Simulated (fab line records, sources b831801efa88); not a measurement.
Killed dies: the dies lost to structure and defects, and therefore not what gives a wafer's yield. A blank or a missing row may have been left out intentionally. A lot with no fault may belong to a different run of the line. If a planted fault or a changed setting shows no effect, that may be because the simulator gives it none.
Chamber matching    flow sky130    SKY_CONTACT_CMP_04 on cmp-02: 4 sister chambers
The step polishes SiO2. 4 wafers are shown with their chamber, then 9 later ones without.

WAFERS PAIRED WITH THEIR CHAMBERS
wafer   chamber  motorCurrentA (A)
L428.4  0        11.1
L429.1  2        13.1
L429.3  1        10.7
L429.4  3        10.8

WAFERS WITHOUT THEIR CHAMBER
wafer   motorCurrentA (A)
L432.1  12.3
L432.5  10.7
L432.6  13.3
L433.2  11.2
L433.3  14.2
L433.5  11.0
L438.2  10.4
L438.3  11.7
L438.6  10.6

EACH ONE'S CHAMBER
wafer   from the rows above                in truth
L432.1  can't be placed: 2 or 0 or 3 or 1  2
L432.5  can't be placed: 1 or 3 or 0       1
L432.6  2                                  2
L433.2  can't be placed: 0 or 3 or 1       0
L433.3  2                                  2
L433.5  can't be placed: 0 or 3 or 1       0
L438.2  can't be placed: 1 or 3 or 0       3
L438.3  can't be placed: 0 or 3 or 1 or 2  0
L438.6  can't be placed: 1 or 3 or 0       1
Placed correctly: 2 of 9. Not placeable from these rows: 7 (in 7, the candidates include the true chamber). 0 placed wrongly.
How it was worked out, from the rows above alone: a wafer's distance from a chamber is the root of the sum, over the readings, of the square of ((its reading less the chamber's mean) divided by the reading's scatter). If the next closest chamber is less than 2 further off than the closest, the wafer can't be placed; otherwise it belongs to the closest. A chamber's mean is the mean of its shown wafers. The scatter: with one shown wafer a chamber, the root of the mean of the squares of how far each hidden wafer lies from its nearest shown one.
